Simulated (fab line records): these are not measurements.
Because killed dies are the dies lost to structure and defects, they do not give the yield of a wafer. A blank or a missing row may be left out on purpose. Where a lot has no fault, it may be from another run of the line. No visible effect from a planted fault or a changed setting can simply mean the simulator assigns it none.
A lot that was struck, set against a sound lot | flow sky130 | 16 steps out of a route of 708
Sound: wafers L438.2, L438.3, L438.6. The struck wafers were L441.1, L441.5, L441.6. Last of all comes the cause.
Each step with rows lists, per side, the tool, then ch with its chambers, then its first start. Under that, the readings that differ: sound wafers | struck wafers | difference of the means | sigmas: that difference in standard deviations of wafers without a fault.
alike: readings whose means differ by less than 2 such deviations, and words and numbers that are the same on both sides. not compared: withheld readings, readings that some wafer has no value for, bounds like >300 that may hide the same value, and numbers for which the record gives no deviation and whose values overlap.
Wherever a step has rows on one side only, a row that says differs or no value, or a row with sigmas, the two part there. Numbers that don't overlap but have no deviation are shown without sigmas and don't part them. A reading that every wafer of one side lacks parts them only if that side has two wafers or more.

first, 3 steps without rows for these wafers: SKY_SONOS_TUNNEL_EXPOSE_04 (exposes mask TUNM, target cd 410 nm); SKY_SONOS_TUNNEL_PEB_05; SKY_SONOS_TUNNEL_DEVELOP_06 (develop time 60 s).
SKY_SONOS_TUNNEL_CD_MEAS_07 targets a cd of 410 nm.
  sound on cd-sem-01 at day 10 11:29; struck on cd-sem-01 at day 11 11:44
  alike: cd-nm
SKY_SONOS_TUNNEL_OVL_MEAS_08:
  sound on overlay-02 at day 10 11:35; struck on overlay-02 at day 11 11:52
  alike: SONOS_TUNNEL_OVL
then, 3 steps without rows for these wafers: SKY_SONOS_TUNNEL_IMPLANT_09; SKY_SONOS_TUNNEL_WET_ETCH_10 (etches SiO2 in dHF, target depth 14 nm, time 280 s); SKY_SONOS_TUNNEL_STRIP_11 (strips in SPM, time 600 s).
SKY_SONOS_TUNNEL_TW_MEAS_12:
  sound on film-metro-04 at day 10 12:02; struck on film-metro-03 at day 11 12:19
  reading         | sound             | struck            | difference | sigmas
  SONOS_TUNNEL_TW | 195.8 195.5 194.5 | 199.0 198.2 200.4 | +3.9       | +2
then, 2 steps without rows for these wafers: SKY_SONOS_TUNNEL_CLEAN_13 (cleans in dHF, time 20 s); SKY_SONOS_ONO_OXIDATION_00 (stabilise 600 s, purge 300 s, target thk 2.6 nm).
SKY_SONOS_ONO_THK_MEAS_01:
  sound on film-metro-01 at day 10 20:55; struck on film-metro-04 at day 11 16:30
  alike: SONOS_ONO_OXIDATION_THK
SKY_SONOS_ONO_CVD_02: deposits Si3N4 from DCS/NH3, target thk 10.5 nm, time 180 s.
  sound on lpcvd-02 ch 1, day 10 21:24; struck on lpcvd-02 ch 1, day 11 17:20
  reading                                     | sound             | struck            | difference | sigmas
  model.Si3N4_of_SONOS_ONO_CVD_02.thk-nm (nm) | 10.48 10.53 10.57 | 11.45 11.39 11.52 | +0.93      |
  alike: spike-tc-lower-C
SKY_SONOS_ONO_THK_MEAS_03:
  sound on film-metro-04 at day 10 22:28; struck on film-metro-04 at day 11 18:23
  reading                   | sound             | struck            | difference | sigmas
  SONOS_ONO_CVD_02_THK (nm) | 10.49 10.50 10.60 | 11.42 11.37 11.52 | +0.91      | +8
then, 1 step without rows for these wafers: SKY_SONOS_ONO_CVD_04 (deposits SiO2 from SiH4/N2O, target thk 5.7199 nm).
-- record jumps: 34 days separate the struck wafers' starts on either side; left off in module SONOS_ONO, taken up again in module PAD_OPEN, whose first shown step is the route's number 708 --
SKY_PAD_OPEN_PROBE_99:
  sound on prober-01 at day 45 05:02; struck on prober-01 at day 45 21:16
  reading                               | sound                | struck               | difference | sigmas
  model.etest.cap-ono.gate-log10-a-cm2  | -7.799 -7.992 -7.918 | -8.717 -8.649 -8.667 | -0.775     |
  model.etest.cap-ono.gate-bv-v (V)     | 16.18 15.91 16.05    | 16.89 16.93 16.94    | +0.87      |
  model.etest.cap-ono.tox-acc-nm (nm)   | 12.79 12.92 12.93    | 13.45 13.5 13.46     | +0.59      |
  model.etest.sonos-programmed.vt-v (V) | 1.535 1.411 1.454    | 1.113 1.16 1.151     | -0.325     |
  model.etest.sonos-erased.vt-v (V)     | -2.349 -2.274 -2.274 | -1.973 -1.957 -2.041 | +0.309     |
  model.etest.sonos-baked.vt-v (V)      | 0.9323 0.9497 0.9588 | 0.7768 0.7643 0.6794 | -0.2068    |
  alike: killed_at_M0_to_M3, killed_at_M4_up, killed-at-contacts, killed-at-front-end, killed-at-other, killed-dies, killed-open, killed-short
  not compared: model.etest.sonos-baked.vt-less-v

WHERE THEY PART
At SKY_SONOS_TUNNEL_TW_MEAS_12 first; at SKY_SONOS_ONO_THK_MEAS_03 last (within this record only). Later steps at which nothing parts them and some readings are alike: SKY_PAD_OPEN_PROBE_99.

WHY: the cause the simulator had injected
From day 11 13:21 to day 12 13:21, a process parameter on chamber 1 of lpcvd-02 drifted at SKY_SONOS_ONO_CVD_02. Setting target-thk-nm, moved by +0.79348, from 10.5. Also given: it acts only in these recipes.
